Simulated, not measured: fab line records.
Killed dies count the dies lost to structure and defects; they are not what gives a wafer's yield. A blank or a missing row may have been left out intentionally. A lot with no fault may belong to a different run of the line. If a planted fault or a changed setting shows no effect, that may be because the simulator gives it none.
The tool behind it: which one? -- flow sky130 -- 14 lots with 42 wafers sampled at 5 steps, on a route of 708 steps

## WHAT EACH GAUGE READ, for each wafer
No reading from a measuring or inspecting step in the record can be judged against a usual standard deviation.

## EACH LOT AND THE TOOL THAT RAN IT (in order: tool; ch and the chambers of the sampled wafers; start)
lot,SKY_METAL3_ETCH_17,SKY_METAL4_SPUTTER_02,SKY_METAL4_DESCUM_15,SKY_METAL4_METAL_ETCH_18,SKY_METAL5_SPUTTER_03
L479,"rie-diel-01 ch 0,1,3, day 39 08:48","pvd-sputter-04, day 40 12:27","rie-metal-01 ch 0,1, day 42 13:07","rie-metal-03 ch 0,1, day 42 13:16","pvd-sputter-04, day 43 14:56"
L481,"rie-diel-04 ch 0,1, day 39 14:02","pvd-sputter-02, day 40 16:44","rie-metal-01 ch 1, day 42 17:05","rie-metal-04 ch 0,1, day 42 17:14","pvd-sputter-03, day 43 18:37"
L480,"rie-diel-01 ch 1,2,3, day 39 16:26","pvd-sputter-01, day 40 19:35","rie-metal-03 ch 0,1, day 42 19:00","rie-metal-01 ch 0,1, day 42 19:11","pvd-sputter-04, day 43 20:56"
L482,"rie-diel-04 ch 0,1,2, day 40 03:26","pvd-sputter-04, day 41 06:21","rie-metal-03 ch 0,1, day 43 05:46","rie-metal-04 ch 0,1, day 43 05:55","pvd-sputter-04, day 44 07:05"
L483,"rie-diel-01 ch 0,2,3, day 40 06:12","pvd-sputter-04, day 41 09:05","rie-metal-01 ch 0,1, day 43 09:05","rie-metal-04 ch 0,1, day 43 09:17","pvd-sputter-01, day 44 10:46"
L484,"rie-diel-04 ch 0,2,3, day 40 11:11","pvd-sputter-04, day 41 14:22","rie-metal-04 ch 0,1, day 43 12:20","rie-metal-01 ch 0,1, day 43 12:32","pvd-sputter-01, day 44 13:58"
L486,"rie-diel-04 ch 0,1,3, day 40 23:35","pvd-sputter-01, day 42 02:24","rie-metal-04 ch 0,1, day 44 01:17","rie-metal-01 ch 0,1, day 44 01:26","pvd-sputter-03, day 45 02:38"
L488,"rie-diel-01 ch 0,3, day 41 12:09","pvd-sputter-02, day 42 14:58","rie-metal-03 ch 1, day 44 12:54","rie-metal-04 ch 0,1, day 44 13:03","pvd-sputter-01, day 45 14:11"
L490,"rie-diel-01 ch 0,1, day 42 01:59","pvd-sputter-02, day 43 03:52","rie-metal-03 ch 0,1, day 45 02:36","rie-metal-01 ch 0, day 45 02:45","pvd-sputter-03, day 46 03:32"
L496,"rie-diel-01 ch 0,1,2, day 43 10:52","pvd-sputter-04, day 44 13:25","rie-metal-03 ch 0,1, day 46 11:54","rie-metal-01 ch 0,1, day 46 12:03","pvd-sputter-01, day 47 11:13"
L498,"rie-diel-01 ch 1,2,3, day 44 01:05","pvd-sputter-04, day 45 02:13","rie-metal-04 ch 0,1, day 46 22:04","rie-metal-03 ch 0,1, day 46 22:13","pvd-sputter-01, day 47 21:47"
L499,"rie-diel-04 ch 2,3, day 44 08:15","pvd-sputter-04, day 45 09:52","rie-metal-04 ch 0,1, day 47 04:54","rie-metal-03 ch 0,1, day 47 05:03","pvd-sputter-04, day 48 02:47"
L501,"rie-diel-01 ch 0,1,3, day 44 21:56","pvd-sputter-04, day 45 22:44","rie-metal-04 ch 0,1, day 47 17:30","rie-metal-01 ch 0,1, day 47 17:42","pvd-sputter-04, day 48 15:43"
L502,"rie-diel-01 ch 0,1, day 45 05:29","pvd-sputter-02, day 46 07:11","rie-metal-04 ch 0,1, day 48 01:07","rie-metal-01 ch 0,1, day 48 01:16","pvd-sputter-04, day 48 22:47"
- SKY_METAL3_ETCH_17: etches SiO2 in C4F8/O2/Ar, stops on TiN, time 3.9 s, target depth 15 nm.
- SKY_METAL4_SPUTTER_02: material AlCu, target thk 735 nm, time 39.1 s.
- SKY_METAL4_DESCUM_15: chemistry O2, time 8 s.
- SKY_METAL4_METAL_ETCH_18: etches the open film in Cl2/BCl3, stops on SiO2, target depth 845 nm, time 183.1 s.
- SKY_METAL5_SPUTTER_03: material Ti, target thk 5 nm, time 3.3 s.

## AS READ BY THE TOOLS THEMSELVES (means over the sampled wafers that have a number; for cases with no such wafer, the mark the record gives instead)
SKY_METAL3_ETCH_17.
lot,tool,oes-product-au (a.u.)
L479,rie-diel-01,0.750
L481,rie-diel-04,0.749
L480,rie-diel-01,0.757
L482,rie-diel-04,0.753
L483,rie-diel-01,0.756
L484,rie-diel-04,0.751
L486,rie-diel-04,0.759
L488,rie-diel-01,0.747
L490,rie-diel-01,0.757
L496,rie-diel-01,0.747
L498,rie-diel-01,0.742
L499,rie-diel-04,0.757
L501,rie-diel-01,0.755
L502,rie-diel-01,0.747

SKY_METAL4_SPUTTER_02.
lot,tool,throttle-valve-pct (%)
L479,pvd-sputter-04,30.1
L481,pvd-sputter-02,30.4
L480,pvd-sputter-01,30.1
L482,pvd-sputter-04,30.0
L483,pvd-sputter-04,30.7
L484,pvd-sputter-04,30.8
L486,pvd-sputter-01,30.1
L488,pvd-sputter-02,30.8
L490,pvd-sputter-02,31.1
L496,pvd-sputter-04,29.2
L498,pvd-sputter-04,30.4
L499,pvd-sputter-04,30.6
L501,pvd-sputter-04,30.8
L502,pvd-sputter-02,31.3

SKY_METAL4_DESCUM_15.
lot,tool,drypump-motor-current-A (A),oes-product-au (a.u.)
L479,rie-metal-01,6.0,0.994
L481,rie-metal-01,6.1,0.994
L480,rie-metal-03,5.9,1.004
L482,rie-metal-03,5.9,0.997
L483,rie-metal-01,6.0,1.002
L484,rie-metal-04,5.3,0.998
L486,rie-metal-04,5.4,1.004
L488,rie-metal-03,6.2,1.003
L490,rie-metal-03,5.9,0.996
L496,rie-metal-03,5.7,1.000
L498,rie-metal-04,5.2,1.003
L499,rie-metal-04,5.4,1.002
L501,rie-metal-04,5.2,0.995
L502,rie-metal-04,5.2,0.996

SKY_METAL4_METAL_ETCH_18.
lot,tool,drypump-motor-current-A (A),oes-product-au (a.u.),throttle-valve-pct (%)
L479,rie-metal-03,5.6,0.863,22.268
L481,rie-metal-04,5.4,0.868,22.260
L480,rie-metal-01,6.0,0.867,22.268
L482,rie-metal-04,5.3,0.862,22.259
L483,rie-metal-04,5.3,0.867,22.255
L484,rie-metal-01,6.0,0.861,22.267
L486,rie-metal-01,6.0,0.864,22.255
L488,rie-metal-04,5.3,0.899,22.263
L490,rie-metal-01,5.9,0.896,22.260
L496,rie-metal-01,6.0,0.858,22.275
L498,rie-metal-03,5.9,0.860,22.263
L499,rie-metal-03,5.7,0.862,22.260
L501,rie-metal-01,6.0,0.861,22.263
L502,rie-metal-01,6.0,0.867,22.272

SKY_METAL5_SPUTTER_03.
lot,tool,throttle-valve-pct (%)
L479,pvd-sputter-04,29.2
L481,pvd-sputter-03,31.4
L480,pvd-sputter-04,29.2
L482,pvd-sputter-04,30.4
L483,pvd-sputter-01,30.8
L484,pvd-sputter-01,30.6
L486,pvd-sputter-03,30.6
L488,pvd-sputter-01,29.6
L490,pvd-sputter-03,31.1
L496,pvd-sputter-01,30.8
L498,pvd-sputter-01,29.7
L499,pvd-sputter-04,29.2
L501,pvd-sputter-04,29.1
L502,pvd-sputter-04,30.4

## THE ANSWER, worked out from the rows above alone
Rule: usual is defined by the lots themselves. Put in order of their means at a reading, lots are off if they are a third of the lots or fewer, leave a main group of 4 or more, and stand apart from it by a gap of 3 or more times the standard deviation of the main group's means; of several such gaps the widest counts. A main group is skipped when, at the precision printed for the reading in the tables above, its means are all equal. Also off: a lot with no number at a reading for which 4 or more lots have one. Any other lot the step has rows for is counted as sound. First the gauges in route order, then the tools' own readings, where a lot's mean is used as printed above. The first step at which some lot is off is used, and at that step the reading that is off furthest; a lot without a number counts as furthest.
Off, at SKY_METAL4_METAL_ETCH_18 on oes-product-au: L488, L490. The main group: mean 0.863 a.u., standard deviation 0.0031.
If a tool, at that step or one of the process steps before it, ran each lot that is off and ran no sound lot following the first of them, it fits. None of those tried fits.

## WHAT WAS PUT IN BY THE SIMULATOR
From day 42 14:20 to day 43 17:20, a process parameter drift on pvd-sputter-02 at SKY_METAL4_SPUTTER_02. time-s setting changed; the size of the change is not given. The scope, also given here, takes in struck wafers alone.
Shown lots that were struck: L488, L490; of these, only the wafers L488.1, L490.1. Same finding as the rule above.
